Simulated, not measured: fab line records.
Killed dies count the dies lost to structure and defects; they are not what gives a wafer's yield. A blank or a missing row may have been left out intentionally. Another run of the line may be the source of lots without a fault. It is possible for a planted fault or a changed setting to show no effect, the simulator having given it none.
Problem report in the 8D (eight disciplines) form, filled by code -- flow sky130 -- the parts of the form that need people (team, actions taken, sign-off) are left out

## 1. PROBLEM STATEMENT
Wafers free of any fault read 181.1 nm (standard deviation 2.1) for POLY_GATE_CVD_00_THK at SKY_POLY_GATE_THK_MEAS_01, against a mean of 127.4 nm on 9 wafers of 3 lots. That puts it -26 standard deviations away from the usual mean.
First seen on wafer L110.1, day 15 21:19, on filmMetro-02. The record has a number at this step for 33 wafers belonging to 11 lots. Rule for "out" (also "out of limits"): further than 4 standard deviations from the usual mean. The other wafers with a number count as sound.

## 2. WHAT IT IS, AND WHAT IT ISN'T
question,is,is not
which readings at this step,POLY_GATE_CVD_00_THK,-
which lots,"L110, L111, L112","L105, L109, L120, L121, L122, L123, L126, L127"
which wafers of those lots,all that have a number,-
read on which gauges,"filmMetro-02, filmMetro-03",filmMetro-04
when,from day 15 21:19,"up to then (6 sound wafers); but 18 sound wafers of L120, L121, L122, L123, L126, L127 came after"

## 3. THE SUSPECTS, EACH WITH WHAT RULES IT OUT
Counting: any tool at a process step up to the reading is kept as a suspect provided that every lot that is out went through it and no sound lot did after the first of them.
- the gauge at SKY_POLY_GATE_THK_MEAS_01: ruled out. The wafers that are out were read on 2 gauges (filmMetro-02, filmMetro-03).
- lpcvd-01 at SKY_POLY_GATE_CVD_00 (deposits poly-Si, target thk 180 nm, time 720 s): ruled out as a lasting fault. After its first lot that is out, L110 (day 15 20:07), sound lots L120, L121, L122, L123, L126, L127 ran on it.
Left after counting: nothing in the record.

## 4. THE CAUSE (what the simulator had put in)
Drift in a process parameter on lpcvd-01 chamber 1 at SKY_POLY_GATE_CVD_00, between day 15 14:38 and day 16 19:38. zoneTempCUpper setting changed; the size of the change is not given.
It was ruled out by counting, in error; the rule expects a fault to strike all lots run on its tool from its start on, and this fault did not.

## 5. THE CHAIN OF EFFECTS, in route order
One row per reading whose mean, taken over the struck wafers that have a number, lies over 3 standard deviations from the usual. Only readings whose record carries a usual standard deviation are examined. hours: median over the lots of the time between each lot's start at the first step of this table that gives one and its start at this step. sigmas: the change, counted in usual standard deviations.
hours,step,reading,usual,on struck wafers,change,sigmas
0,SKY_POLY_GATE_CVD_00,spikeTcCentreC,619.4 C,625.4,+6.0,+5.4
0,SKY_POLY_GATE_CVD_00,spikeTcUpperC,618.7 C,570.7,-48.0,-40
0,SKY_POLY_GATE_CVD_00,zonePowerTopPct,18.1 %,23.8,+5.7,+9.6
0,SKY_POLY_GATE_CVD_00,zonePowerUpperPct,8.1 %,0.0,-8.1,-10
1,SKY_POLY_GATE_THK_MEAS_01,POLY_GATE_CVD_00_THK,181.1 nm,127.4,-53.7,-26
60,SKY_POLY_GATE_ETCH_17,oesProductAu,0.988 a.u.,0.783,-0.205,-27
It contains these process steps:
- SKY_POLY_GATE_CVD_00: deposits poly-Si, target thk 180 nm, time 720 s.
- SKY_POLY_GATE_ETCH_17: etches poly-Si in HBr/Cl2, stops on SiO2, target depth 180 nm, time 70.5 s.
At these later measuring or inspecting steps, every struck wafer for which the step has a row has a number for every such reading, and none has moved that far: SKY_POLY_GATE_THK_MEAS_04.

## 6. WHAT WOULD HAVE CAUGHT IT SOONER
The first out-of-limits reading at a measuring or inspecting step in this record came at day 15 21:19, 7 hours after the fault's start at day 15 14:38.
Tool's own readings at SKY_POLY_GATE_CVD_00, spikeTcCentreC, spikeTcUpperC, zonePowerTopPct, zonePowerUpperPct: out on all struck wafers the step has rows for; an alarm limit on them would have tripped on the first.
